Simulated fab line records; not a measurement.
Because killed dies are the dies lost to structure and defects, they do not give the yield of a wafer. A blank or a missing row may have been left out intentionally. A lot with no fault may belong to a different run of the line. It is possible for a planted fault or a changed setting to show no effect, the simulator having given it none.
Which tool did it? -- flow sky130 -- 12 lots with 34 wafers sampled at 5 steps, on a route of 708 steps

WHAT THE GAUGES READ, wafer by wafer
SKY_METAL1_CD_MEAS_15 targets a cd of 140 nm. Usual: 139.7 nm for cd-nm, sd 1.5.
lot,measured,on,cd-nm (nm),flag
L748,day 33 01:43,cd-sem-01,139.3 140.9 140.3,
L749,day 33 10:05,cd-sem-01,139.1 140.4 140.1,
L750,day 34 03:15,cd-sem-02,139.5 140.6 140.0,
L751,day 34 05:05,cd-sem-02,141.0 140.6 140.9,
L752,day 34 07:16,cd-sem-02,142.1 141.5 142.5,
L753,day 34 22:26,cd-sem-02,142.1 142.3 143.2,
L755,day 35 08:10,cd-sem-01,138.3 139.0 138.6,
L757,day 36 06:24,cd-sem-02,136.7 136.8 136.2,
L758,day 36 12:56,cd-sem-02,139.5 138.9 138.8,
L767,day 39 00:37,cd-sem-02,140.0 138.9,
L768,day 39 06:31,cd-sem-01,139.8 140.9,
L771,day 40 00:20,cd-sem-02,140.2 139.9 140.2,

SKY_VIA1_THK_MEAS_01. Usual: VIA1_HDPCVD_THK typically reads 1035 nm, with standard deviation 14.
lot,measured,on,VIA1_HDPCVD_THK (nm),flag
L748,day 33 02:46,film-metro-02,1041 1053 1035,
L749,day 33 11:11,film-metro-03,1039 1038 1035,
L750,day 34 04:17,film-metro-02,1045 1049 1019,
L751,day 34 06:11,film-metro-04,1049 1040 1031,
L752,day 34 08:18,film-metro-03,1053 1040 1047,
L753,day 34 23:29,film-metro-03,1039 1041 1054,
L755,day 35 09:40,film-metro-04,1061 1068 1068,
L757,day 36 07:30,film-metro-02,1011 1021 1024,
L758,day 36 14:02,film-metro-04,1029 1030 1031,
L767,day 39 01:38,film-metro-02,1028 1042,
L768,day 39 07:37,film-metro-04,1044 1034,
L771,day 40 01:23,film-metro-02,1024 1043 1011,

TOOL THAT RAN EACH LOT (tool first, then ch and the chambers of the sampled wafers, then the start)
lot,SKY_CONTACT_STRIP_19,SKY_METAL1_ETCH_18,SKY_METAL1_STRIP_20
L748,"plasma-asher-01 ch 1, day 31 21:35","rie-metal-02 ch 0,1, day 33 01:53","plasma-asher-01 ch 0,1, day 33 02:02"
L749,"plasma-asher-03 ch 0,1, day 32 05:41","rie-metal-02 ch 0,1, day 33 10:17","plasma-asher-01 ch 0,1, day 33 10:26"
L750,"plasma-asher-03 ch 0,1, day 32 22:20","rie-metal-04 ch 0,1, day 34 03:26","plasma-asher-01 ch 0,1, day 34 03:35"
L751,"plasma-asher-03 ch 0,1, day 33 00:47","rie-metal-04 ch 0,1, day 34 05:17","plasma-asher-04 ch 0,1, day 34 05:26"
L752,"plasma-asher-01 ch 0,1, day 33 03:11","rie-metal-03 ch 0,1, day 34 07:26","plasma-asher-04 ch 0,1, day 34 07:35"
L753,"plasma-asher-04 ch 0,1, day 33 17:47","rie-metal-03 ch 0,1, day 34 22:37","plasma-asher-01 ch 0,1, day 34 22:46"
L755,"plasma-asher-04 ch 0,1, day 34 04:20","rie-metal-02 ch 0, day 35 08:20","plasma-asher-01 ch 0, day 35 08:29"
L757,"plasma-asher-01 ch 0,1, day 35 02:05","rie-metal-02 ch 0,1, day 36 06:35","plasma-asher-01 ch 0,1, day 36 06:44"
L758,"plasma-asher-03 ch 0,1, day 35 09:32","rie-metal-03 ch 0,1, day 36 13:08","plasma-asher-04 ch 0,1, day 36 13:17"
L767,"plasma-asher-01 ch 1, day 37 20:59","rie-metal-03 ch 0,1, day 39 00:46","plasma-asher-02 ch 1, day 39 00:55"
L768,"plasma-asher-03 ch 0,1, day 38 03:43","rie-metal-03 ch 0,1, day 39 06:40","plasma-asher-02 ch 0, day 39 06:49"
L771,"plasma-asher-04 ch 1, day 38 21:44","rie-metal-04 ch 0,1, day 40 00:32","plasma-asher-04 ch 0,1, day 40 00:41"
- SKY_CONTACT_STRIP_19: strips in O2/N2.
- SKY_METAL1_ETCH_18: etches BARC in N2/H2, stops on SiO2, time 45.9 s, target depth 60 nm.
- SKY_METAL1_STRIP_20: strips in O2/N2.

AS READ BY THE TOOLS THEMSELVES (means over the sampled wafers that have a number; for cases with no such wafer, the mark the record gives instead)
SKY_CONTACT_STRIP_19. Usual: drypump-motor-current-A 5.46 A, standard deviation 0.21; o2-flow-sccm 2998 sccm, standard deviation 8.5; oes-product-au 0.381 a.u., standard deviation 0.0048; strip-time-to-endpoint-s 3.63 s, standard deviation 0.044.
lot,tool,drypump-motor-current-A (A),o2-flow-sccm (sccm),oes-product-au (a.u.),strip-time-to-endpoint-s (s),flag
L748,plasma-asher-01,5.44,2991,0.382,3.65,
L749,plasma-asher-03,5.55,2997,0.384,3.66,
L750,plasma-asher-03,5.43,3003,0.374,3.61,
L751,plasma-asher-03,5.42,3004,0.381,3.62,
L752,plasma-asher-01,5.49,3008,0.377,3.64,
L753,plasma-asher-04,5.32,2989,0.383,3.59,
L755,plasma-asher-04,5.31,3003,0.378,3.66,
L757,plasma-asher-01,5.46,2997,0.380,3.67,
L758,plasma-asher-03,5.44,3002,0.381,3.61,
L767,plasma-asher-01,5.46,2986,0.374,3.61,
L768,plasma-asher-03,5.50,2990,0.383,3.65,
L771,plasma-asher-04,5.67,3011,0.380,3.65,

SKY_METAL1_ETCH_18. Usual: drypump-motor-current-A 5.8 A, standard deviation 0.46; oes-product-au 0.855 a.u., standard deviation 0.0051; rf-fwd-power-W 495.8 W, standard deviation 1.5; throttle-valve-pct 13.225 %, standard deviation 0.009.
lot,tool,drypump-motor-current-A (A),oes-product-au (a.u.),rf-fwd-power-W (W),throttle-valve-pct (%),flag
L748,rie-metal-02,5.6,0.850,496.7,13.230,
L749,rie-metal-02,5.5,0.855,496.8,13.228,
L750,rie-metal-04,5.6,0.854,495.7,13.228,
L751,rie-metal-04,5.3,0.854,495.2,13.224,
L752,rie-metal-03,6.2,0.853,496.8,13.211,
L753,rie-metal-03,5.9,0.854,495.8,13.216,
L755,rie-metal-02,5.3,0.852,496.4,13.214,
L757,rie-metal-02,5.6,0.854,493.0,13.230,
L758,rie-metal-03,5.9,0.852,494.9,13.229,
L767,rie-metal-03,6.0,0.836,496.6,13.233,OFF
L768,rie-metal-03,6.0,0.827,495.8,13.229,OFF
L771,rie-metal-04,5.6,0.855,497.2,13.225,

SKY_METAL1_STRIP_20. Usual: drypump-motor-current-A 5.7 A, standard deviation 0.46; o2-flow-sccm 3000 sccm, standard deviation 9.4; oes-product-au 0.341 a.u., standard deviation 0.005; strip-time-to-endpoint-s 2.65 s, standard deviation 0.06.
lot,tool,drypump-motor-current-A (A),o2-flow-sccm (sccm),oes-product-au (a.u.),strip-time-to-endpoint-s (s),flag
L748,plasma-asher-01,5.5,3008,0.343,2.64,
L749,plasma-asher-01,5.5,3007,0.345,2.68,
L750,plasma-asher-01,5.4,2997,0.343,2.63,
L751,plasma-asher-04,5.3,2989,0.339,2.57,
L752,plasma-asher-04,5.5,3005,0.348,2.72,
L753,plasma-asher-01,5.5,3001,0.343,2.69,
L755,plasma-asher-01,5.5,3001,0.347,2.71,
L757,plasma-asher-01,5.5,2993,0.347,2.71,
L758,plasma-asher-04,5.3,2998,0.345,2.67,
L767,plasma-asher-02,6.5,2992,0.345,2.72,
L768,plasma-asher-02,6.3,2994,0.344,2.75,
L771,plasma-asher-04,5.5,2994,0.335,2.58,

THE ANSWER, worked out from the rows above alone
Rule: lot off if the mean of its wafers having a number is beyond 3 standard deviations from the usual mean. Also off: a lot with no number at a reading for which 4 or more lots have one. All remaining lots with rows at the step are treated as sound. After the gauges, taken in route order, come the tools' own readings; for these a lot's mean is taken, as printed above. The first step at which some lot is off is used, and at that step the reading that is off furthest; a lot without a number counts as furthest.
Off at SKY_METAL1_ETCH_18 (oes-product-au): L767, L768.
If a tool, at that step or one of the process steps before it, ran each lot that is off and ran no sound lot following the first of them, it fits. One candidate fits, namely rie-metal-03 at SKY_METAL1_ETCH_18. A fault onset in the window from L758 (day 36 13:08, its last sound lot) to L767 (day 39 00:46, its first lot off) fits.
The tool's own readings at SKY_METAL1_ETCH_18 bear it out: on the lots that are off they differ by more than 5 times the standard deviation of the sound lots' means. oes-product-au reads 0.831 a.u. there against 0.853 a.u. on the sound lots.

WHAT HAD BEEN PUT IN BY THE SIMULATOR
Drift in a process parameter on rie-metal-03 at SKY_METAL1_ETCH_18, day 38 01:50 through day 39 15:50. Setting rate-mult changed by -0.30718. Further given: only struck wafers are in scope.
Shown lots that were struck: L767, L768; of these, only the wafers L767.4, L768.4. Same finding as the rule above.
